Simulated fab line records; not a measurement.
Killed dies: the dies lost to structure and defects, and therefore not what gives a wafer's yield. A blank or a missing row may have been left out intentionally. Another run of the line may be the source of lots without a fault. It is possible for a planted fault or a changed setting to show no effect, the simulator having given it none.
Struck lot and sound lot, side by side | flow sky130 | 34 out of 708 route steps
Sound: these wafers, L944.2, L944.3, L944.5. Wafers L932.1, L932.2, L932.3 were the ones struck. The cause is named last.
Order at every step that has rows: each side's tool, ch and its chambers, its first start. Under that, the readings that differ: sound wafers | struck wafers | difference of the means | sigmas: that difference in standard deviations of wafers without a fault.
alike: same words and numbers on both sides, and readings whose means sit less than 2 such deviations apart. not compared: any withheld reading, any reading some wafer has no value for, any bound like >300 that may hide the same value, and any number with overlapping values for which the record gives no deviation.
A row with sigmas, a row that says differs or no value, or rows on one side alone: a step with any of these is where the two part. Numbers that don't overlap but have no deviation are shown without sigmas and don't part them. Lack of a reading on every wafer of one side parts them only where that side has two or more wafers.

first, 9 steps without rows for these wafers: SKY_METAL1_DEVELOP_14 (develop time 60 s); SKY_METAL1_DESCUM_17 (chemistry O2, time 8 s); SKY_METAL1_ETCH_18 (etches BARC in N2/H2, stops on SiO2, time 45.9 s, target depth 60 nm); SKY_METAL1_METAL_ETCH_19 (etches the open film in Cl2/BCl3, stops on SiO2, target depth 360 nm, time 78 s); SKY_METAL1_STRIP_20 (strips in O2/N2); SKY_METAL1_STRIP_21 (strips in post etch residue remover, time 1200 s); SKY_METAL1_CLEAN_22 (cleans in IPA, time 180 s); SKY_METAL1_CLEAN_23 (cleans in O3/DIW); SKY_VIA1_HDPCVD_00 (deposits SiO2, target thk 1030 nm, time 171.7 s).
SKY_VIA1_CMP_02: polishes SiO2.
  sound on cmp-01 ch 0,1,2, day 38 16:34; struck on cmp-01 ch 0,2,3, day 35 05:55
  reading                                  | sound             | struck            | difference | sigmas
  slurry filter dp kPa (kPa)               | 13.46 13.63 13.12 | 13.69 13.90 13.50 | +0.29      | +2
  model.SiO2_of_VIA1_HDPCVD_00.thk nm (nm) | 347.1 346.5 345.6 | 257.8 259.4 258.7 | -87.8      |
  alike: head pressure psi, motor current A
then, 9 steps without rows for these wafers: SKY_VIA1_DEHYDRATE_04 (time 60 s); SKY_VIA1_HMDS_05 (prime time 60 s); SKY_VIA1_COAT_06 (resist thk 60 nm); SKY_VIA1_COAT_07 (resist thk 450 nm); SKY_VIA1_SOFTBAKE_08 (time 90 s); SKY_VIA1_EXPOSE_09 (exposes mask VIM, target cd 150 nm); SKY_VIA1_PEB_10; SKY_VIA1_DEVELOP_11 (develop time 60 s); SKY_VIA1_ETCH_14 (etches BARC in N2/H2, stops on SiO2, time 45.9 s, target depth 60 nm).
SKY_VIA1_ETCH_15: etches SiO2 in C4F8/O2/Ar, stops on TiN, target depth 351 nm, time 54 s.
  sound on rie diel-03 ch 1,2,3, day 39 17:47; struck on rie diel-02 ch 1,2,3, day 36 09:04
  reading                          | sound             | struck            | difference | sigmas
  oes product au (a.u.)            | 0.987 0.975 0.983 | 0.823 0.840 0.823 | -0.153     | -28
  model.etch.depth nm (nm)         | 347.1 346.5 345.6 | 257.8 259.4 258.7 | -87.8      |
  model.VIA1.feature depth nm (nm) | 347.1 346.5 345.6 | 257.8 259.4 258.7 | -87.8      |
  not compared: rf hours counter h
then, 12 steps without rows for these wafers: SKY_VIA1_STRIP_16 (strips in O2/N2); SKY_VIA1_STRIP_17 (strips in post etch residue remover, time 1200 s); SKY_VIA1_CLEAN_18 (cleans in IPA, time 180 s); SKY_VIA1_CLEAN_19 (cleans in O3/DIW); SKY_VIA1_SPUTTER_20 (material TiN, target thk 20 nm, time 80 s); SKY_VIA1_CVD_21 (deposits W, target thk 270 nm, time 80.902 s); SKY_VIA1_CMP_24 (polishes, stops on SiO2, t overpolish 15 s, target thk 0 nm); SKY_METAL2_SPUTTER_00 (material Ti, target thk 15 nm, time 10 s); SKY_METAL2_SPUTTER_01 (material TiN, target thk 20 nm, time 16.7 s); SKY_METAL2_SPUTTER_02 (material AlCu, target thk 250 nm, time 13.3 s); SKY_METAL2_SPUTTER_03 (material Ti, target thk 5 nm, time 3.3 s); SKY_METAL2_SPUTTER_04 (material TiN, target thk 70 nm, time 58.3 s).
SKY_METAL2_METAL_ETCH_19: etches the open film in Cl2/BCl3, stops on SiO2, target depth 360 nm, time 78 s.
  sound on rie metal-01 ch 0, day 40 20:22; struck on rie metal-04 ch 0,1, day 37 12:40
  reading                                  | sound             | struck            | difference | sigmas
  model.SiO2_of_VIA1_HDPCVD_00.thk nm (nm) | 333.1 332.5 331.5 | 243.8 245.4 244.8 | -87.7      |
  alike: drypump motor current A, oes product au, throttle valve pct
  not compared: rf hours counter h
-- the record jumps here: 10 days lie between the struck wafers' starts before and after (it left off in module METAL2 and takes up again in module PAD_OPEN, whose first step shown is number 708 of the route) --
SKY_PAD_OPEN_PROBE_99:
  struck on prober-01, day 47 16:34; sound on prober-02, day 50 03:35
  alike: defect limited yield, killed_at_M0_to_M3, killed_at_M4_up, killed at contacts, killed at front end, killed at other, killed dies, killed open, killed short, sort_bin_3_pad_short, sort_bin_5_function, sort_bin_6_memory, sort n pass, sort yield pct

WHERE THEY PART
At SKY_VIA1_CMP_02 first; at SKY_VIA1_ETCH_15 last (within this record only). Later steps at which nothing parts them and some readings are alike: SKY_METAL2_METAL_ETCH_19, SKY_PAD_OPEN_PROBE_99.

WHY: the cause the simulator had injected
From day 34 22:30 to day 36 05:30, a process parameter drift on cmp-01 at SKY_VIA1_CMP_02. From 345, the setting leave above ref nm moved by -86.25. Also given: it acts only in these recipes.
